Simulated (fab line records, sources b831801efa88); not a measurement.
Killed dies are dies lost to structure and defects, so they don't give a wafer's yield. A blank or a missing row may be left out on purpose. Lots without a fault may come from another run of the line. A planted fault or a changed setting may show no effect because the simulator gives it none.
Split-lot experiment | flow gf180mcu | 5 lots, 23 wafers read, on a route of 602 steps

THE SPLIT
At GF_MVSD_IMPLANT_08, the setting dose_cm2 was moved away from the recipe's 1.6e+13 on 7 of the 23 wafers read, by -12.9% to -9.3%. The other wafers ran this setting at the recipe's value.

FROM THE SPLIT TO THE READING: what the file shows between them, 2 steps
- GF_MVSD_IMPLANT_09
- GF_MVSD_STRIP_10: strips in O2/N2

THE READING
MVSD_TW, at GF_MVSD_TW_MEAS_11. Fault-free wafers of this fab line usually give 1588, standard deviation 11.

wafer  | tool, chamber at the split | dose_cm2 as run | against the recipe | MVSD_TW | against lot-mates on the recipe
L074.1 | implanter-01, 0            | 1.452e+13       | -9.3%              | 1548    | -39
L074.2 | implanter-01, 0            | 1.6e+13         | recipe             | 1590    | -
L074.3 | implanter-01, 0            | 1.452e+13       | -9.3%              | 1551    | -36
L074.5 | implanter-01, 0            | 1.6e+13         | recipe             | 1584    | -
L074.6 | implanter-01, 0            | 1.452e+13       | -9.3%              | 1547    | -40
L075.2 | implanter-02, 0            | 1.6e+13         | recipe             | 1585    | -
L075.4 | implanter-02, 0            | 1.6e+13         | recipe             | 1590    | -
L075.5 | implanter-02, 0            | 1.6e+13         | recipe             | 1585    | -
L082.2 | implanter-03, 0            | 1.6e+13         | recipe             | 1602    | -
L082.3 | implanter-03, 0            | 1.6e+13         | recipe             | 1600    | -
L082.4 | implanter-03, 0            | 1.6e+13         | recipe             | 1598    | -
L082.5 | implanter-03, 0            | 1.6e+13         | recipe             | 1600    | -
L082.6 | implanter-03, 0            | 1.6e+13         | recipe             | 1587    | -
L083.1 | implanter-03, 0            | 1.6e+13         | recipe             | 1580    | -
L083.2 | implanter-03, 0            | 1.6e+13         | recipe             | 1576    | -
L083.3 | implanter-03, 0            | 1.6e+13         | recipe             | 1566    | -
L083.4 | implanter-03, 0            | 1.452e+13       | -9.3%              | 1531    | -43
L083.5 | implanter-03, 0            | 1.452e+13       | -9.3%              | 1548    | -26
L085.1 | implanter-01, 0            | 1.6e+13         | recipe             | 1581    | -
L085.2 | implanter-01, 0            | 1.394e+13       | -12.9%             | 1514    | -70
L085.3 | implanter-01, 0            | 1.6e+13         | recipe             | 1587    | -
L085.5 | implanter-01, 0            | 1.6e+13         | recipe             | 1584    | -
L085.6 | implanter-01, 0            | 1.394e+13       | -12.9%             | 1509    | -75

THE FIT
A straight line over all 23 wafers: MVSD_TW changes by +5.18 for each +1% of dose_cm2; r = +0.94; the points scatter about the line by 9.7.
The same after taking each lot's own level away (the mean of its wafers on the recipe; 23 wafers): +4.76 for each +1%; r = +0.96; scatter 6.9.
On that fit, the largest move of dose_cm2 shifts the reading by 61.
The lots' own levels span 1574.0 to 1597.4, that is 2.1 times the standard deviation above.
So the lot-to-lot level changes the slope little: the two slopes agree.
Check: with one of the wafers moved furthest among these (-12.9%) left out of the fit, the line predicts -58 for it against its lot-mates. It came out at -70 against them.

OTHER SPLITS ON THESE WAFERS
These wafers also went through other splits before the reading. Each is held against what the fit with the lots' levels taken away leaves over:
other split on the same wafers | wafers away from the commonest value | r with MVSD_TW (lot level and that fit taken away)
GF_STI_CVD_03 temp_c           | 18                                   | +0.25
GF_STI_SOFTBAKE_08 time_s      | 4                                    | +0.32
GF_STI_WET_ETCH_17 time_s      | 18                                   | +0.28
GF_STI_CVD_23 sih4_flow_sccm   | 11                                   | +0.17
GF_STI_OXIDATION_29 ox_time_s  | 18                                   | +0.43
GF_NWELL_COAT_02 resist_thk_nm | 8                                    | -0.47
GF_NWELL_IMPLANT_09 energy_kev | 11                                   | +0.12

THE FILE'S OWN FIT
MVSD_TW changes by +4.76 for each +1% of dose_cm2, r = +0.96.
